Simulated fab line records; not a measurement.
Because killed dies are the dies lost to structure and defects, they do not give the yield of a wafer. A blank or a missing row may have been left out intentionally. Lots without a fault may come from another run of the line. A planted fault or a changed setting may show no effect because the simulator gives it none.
One fault through the eyes of 2 desks | flow gf180mcu | each desk holds nothing but its own numbers, with what lay behind them at the end

THE TOOL OWNER'S DESK: pecvd-04
The tool's own readings at GF_PASSIVATION_CVD_00 (deposits SiO2 from TEOS, target thk 1000 nm, time 111.95 s): means of the sampled wafers that have a number, for each lot that ran on this tool. Marked OUT: a lot whose mean sits more than 4 standard deviations from the usual mean, which makes it out of limits; the brackets give that distance.
Columns: A = heaterPowerW at GF_PASSIVATION_CVD_00, usual 703 W; B = rfFwdPowerW at GF_PASSIVATION_CVD_00, usual 597.3 W
lot  | first seen here | A   | B
L108 | day 28 14:17    | 712 | 596.8
L110 | day 29 04:45    | 751 | 596.8
L116 | day 30 20:38    | 758 | 596.3
L118 | day 31 09:24    | 771 | 597.3
L126 | day 33 08:38    | 571 | 834.3 (+99 or more) OUT
L127 | day 33 16:36    | 644 | 837.2 (+99 or more) OUT
This desk finds L126, L127 out of limits, L126 being first, at day 33 08:38 (rfFwdPowerW at GF_PASSIVATION_CVD_00). Within limits: L108, L110, L116, L118.

METROLOGY DESK
Lot by lot, what the gauges showed, no matter which tool ran the lot: averages of those sampled wafers that carry a number. Marked OUT: a lot whose mean sits more than 4 standard deviations from the usual mean, which makes it out of limits; the brackets give that distance.
Columns: A = V5_BOW at GF_V5_BOW_MEAS_05, usual 131 um; B = cdNm at GF_V5_CD_MEAS_14, usual 259.8 nm; C = PASSIVATION_CVD_00_THK at GF_PASSIVATION_THK_MEAS_01, usual 999 nm
lot  | first seen here | A   | B     | C
L108 | day 26 20:26    | 123 | 259.2 | 983
L109 | day 27 06:52    | 124 | 259.9 | 991
L110 | day 27 10:19    | 137 | 260.5 | 999
L111 | day 27 12:34    | 141 | 260.6 | 994
L114 | day 28 17:47    | 138 | 258.8 | 999
L116 | day 29 05:34    | 133 | 260.5 | 999
L118 | day 29 18:52    | 123 | 259.6 | 1010
L121 | day 30 21:42    | 112 | 261.2 | 1001
L126 | day 31 22:16    | 130 | 258.8 | 1112 (+8.7) OUT
L127 | day 32 06:35    | 124 | 258.1 | 1118 (+9.1) OUT
L129 | day 32 17:17    | 137 | 261.0 | 1001
L130 | day 32 18:54    | 143 | 258.2 | 994
This desk finds L126, L127 out of limits, with the earliest case on L126 at day 33 08:43 (PASSIVATION_CVD_00_THK at GF_PASSIVATION_THK_MEAS_01). Within limits: L108, L109, L110, L111, L114, L116, L118, L121, L129, L130.

ALL TOGETHER
An alarm could have come from the tool owner's desk at day 33 08:38, on L126, L127.
The metrology desk could have raised an alarm at day 33 08:43, on L126, L127.
All the named lots went through GF_PASSIVATION_CVD_00 on pecvd-04.

WHAT THE SIMULATOR PUT IN
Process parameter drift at GF_PASSIVATION_CVD_00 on pecvd-04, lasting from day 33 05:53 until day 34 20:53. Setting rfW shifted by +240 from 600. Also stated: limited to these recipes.
Lots struck among those shown: L126, L127.
Time in hours from fault onset to the first out-of-limits reading at each desk: tool owner's desk 3, metrology desk 3.
